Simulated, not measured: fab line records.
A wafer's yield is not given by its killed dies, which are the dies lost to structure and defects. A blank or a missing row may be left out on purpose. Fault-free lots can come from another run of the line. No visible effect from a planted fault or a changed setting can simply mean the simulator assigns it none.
Comparing a struck lot with a sound one :: flow gf180mcu :: 28 out of 602 route steps
Sound: the wafers L959.1, L959.4, L959.6. The struck wafers were L956.2, L956.4, L956.6. Last of all comes the cause.
At each step with rows: each side's tool, then ch and its chambers, then its first start. Under that, the readings that differ: sound wafers :: struck wafers :: difference of the means :: sigmas: that difference in standard deviations of wafers without a fault.
alike: a reading whose means differ by less than 2 such deviations, as well as words and numbers matching on both sides. not compared: withheld readings; readings where some wafer has no value; bounds like >300 that might hide an equal value; numbers whose values overlap and for which the record gives no deviation.
Wherever a step has rows on one side only, a row that says differs or no value, or a row with sigmas, the two part there. Numbers that don't overlap but have no deviation are shown without sigmas and don't part them. A reading missing from all wafers of one side parts the sides only when that side holds two or more wafers.

GF_STI_BOW_MEAS_00:
  struck on film_metro-04, day 3 17:01; sound on film_metro-02, day 4 08:00
  alike: INCOMING_BOW
then, 1 step without rows for these wafers: GF_STI_OXIDATION_01 (stabilise 600 s, purge 300 s, target thk 10 nm).
GF_STI_THK_MEAS_02:
  struck on film_metro-03, day 3 18:31; sound on film_metro-03, day 4 13:13
  alike: STI_OXIDATION_THK
GF_STI_CVD_03: deposits Si3N4 from DCS/NH3, target thk 207.16 nm, time 3551 s.
  sound on lpcvd-01 ch 0, day 4 13:17; struck on lpcvd-02 ch 1, day 3 18:34
reading: spike_tc_centre_C (C)
sound: 770.0 770.2 768.5
struck: 780.6 780.9 780.7
difference: +11.2
sigmas: +11

reading: zone_power_centre_pct (%)
sound: 11.9 11.8 11.7
struck: 16.2 16.0 15.9
difference: +4.2
sigmas: +5

reading: model.Si3N4_of_STI_CVD_03.thk_nm (nm)
sound: 207.8 206.7 205.9
struck: 216.2 210.9 208.9
difference: +5.2
sigmas: 
  alike: spike_tc_lower_C
GF_STI_THK_MEAS_04:
  struck on film_metro-03, day 3 20:48; sound on film_metro-04, day 4 15:16
reading: STI_CVD_03_THK (nm)
sound: 207.9 206.7 205.9
struck: 216.1 210.8 209.1
difference: +5.2
sigmas: +2
  not compared: hold
then, 6 steps without rows for these wafers: GF_STI_HMDS_06 (prime time 60 s); GF_STI_COAT_07 (resist thk 700 nm); GF_STI_SOFTBAKE_08 (time 60 s); GF_STI_EXPOSE_09 (exposes mask COMP, target cd 220 nm); GF_STI_PEB_10 (peb time 90 s); GF_STI_DEVELOP_11 (develop time 60 s).
GF_STI_CD_MEAS_12: the cd target is 220 nm.
  struck on cd_sem-02, day 4 13:38; sound on cd_sem-01, day 5 04:46
  alike: cd_nm
GF_STI_ETCH_13: etches the open film in CHF3/O2, stops on Si, target depth 282.31 nm, time 112.9 s.
  sound on rie_diel-02 ch 0,1,2, day 5 04:53; struck on rie_diel-03 ch 1,3, day 4 13:44
reading: model.etch.depth_nm (nm)
sound: 207.8 206.7 205.9
struck: 216.2 210.9 208.9
difference: +5.2
sigmas: 
  alike: O2_flow_sccm, drypump_motor_current_A, oes_product_au, throttle_valve_pct
  not compared: rf_hours_counter_h
GF_STI_ETCH_14: etches Si in HBr/Cl2/O2, target depth 360 nm, time 102.9 s.
  sound on rie_si-02 ch 1,2,3, day 5 04:58; struck on rie_si-01 ch 1,2,3, day 4 13:49
  alike: O2_flow_sccm, drypump_motor_current_A, oes_product_au, throttle_valve_pct
  not compared: rf_hours_counter_h
GF_STI_STRIP_15: strips in O2/N2.
  sound on plasma_asher-03 ch 0,1, day 5 05:02; struck on plasma_asher-03 ch 0,1, day 4 13:53
  alike: drypump_motor_current_A, heater_power_w, oes_product_au, strip_time_to_endpoint_s
  not compared: rf_hours_counter_h
then, 6 steps without rows for these wafers: GF_STI_CLEAN_16 (cleans in dHF, time 25 s); GF_STI_WET_ETCH_17 (etches Si3N4 in H3PO4, target depth 45 nm, time 514 s); GF_STI_CLEAN_18 (cleans in SC1/SC2, time 150 s); GF_STI_CLEAN_19 (cleans in dHF, time 20 s); GF_STI_WET_ETCH_20 (etches SiO2 in dHF, target depth 20 nm, time 400 s); GF_STI_OXIDATION_21 (stabilise 600 s, purge 300 s, target thk 15 nm).
GF_STI_THK_MEAS_22:
  struck on film_metro-02, day 4 15:45; sound on film_metro-02, day 5 09:23
  alike: STI_OXIDATION_01_THK
then, 1 step without rows for these wafers: GF_STI_CVD_23 (deposits SiO2, target thk 650 nm, time 108.3 s).
GF_STI_THK_MEAS_24:
  struck on film_metro-04, day 4 15:53; sound on film_metro-04, day 5 09:32
reading: STI_CVD_23_THK (nm)
sound: 667 664 657
struck: 645 649 642
difference: -17
sigmas: -2
GF_STI_CMP_25: polishes, stops on Si3N4, t overpolish 33 s, target thk 524.6 nm.
  sound on cmp-02 ch 0,1,2, day 5 09:41; struck on cmp-02 ch 0,1,2, day 4 15:56
  alike: motor_current_A, platen_rpm, retaining_ring_pressure_frac
GF_STI_WET_ETCH_26: etches SiO2 in dHF, target depth 94 nm, time 188 s.
  sound on wet_bench-03 ch 0, day 5 09:53; struck on wet_bench-01 ch 3, day 4 16:14
reading: model.Si3N4_of_STI_CVD_03.thk_nm (nm)
sound: 152.6 151.3 150.8
struck: 161.1 156 153.9
difference: +5.4
sigmas: 
  alike: bath_heat_duty_pct, temp_c
then, 1 step without rows for these wafers: GF_STI_WET_ETCH_27 (etches Si3N4 in H3PO4, target depth 160 nm, time 1825 s).
GF_PASSIVATION_PROBE_99:
  the record has rows for the sound wafers here (prober-02, day 33 03:53) and none for the struck ones

## WHERE THEY PART
At GF_STI_CVD_03 first; at GF_PASSIVATION_PROBE_99 last (within this record only).

WHY: whatever the simulator had introduced
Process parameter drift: lpcvd-02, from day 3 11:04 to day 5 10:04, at GF_STI_CVD_03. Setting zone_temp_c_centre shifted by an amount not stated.
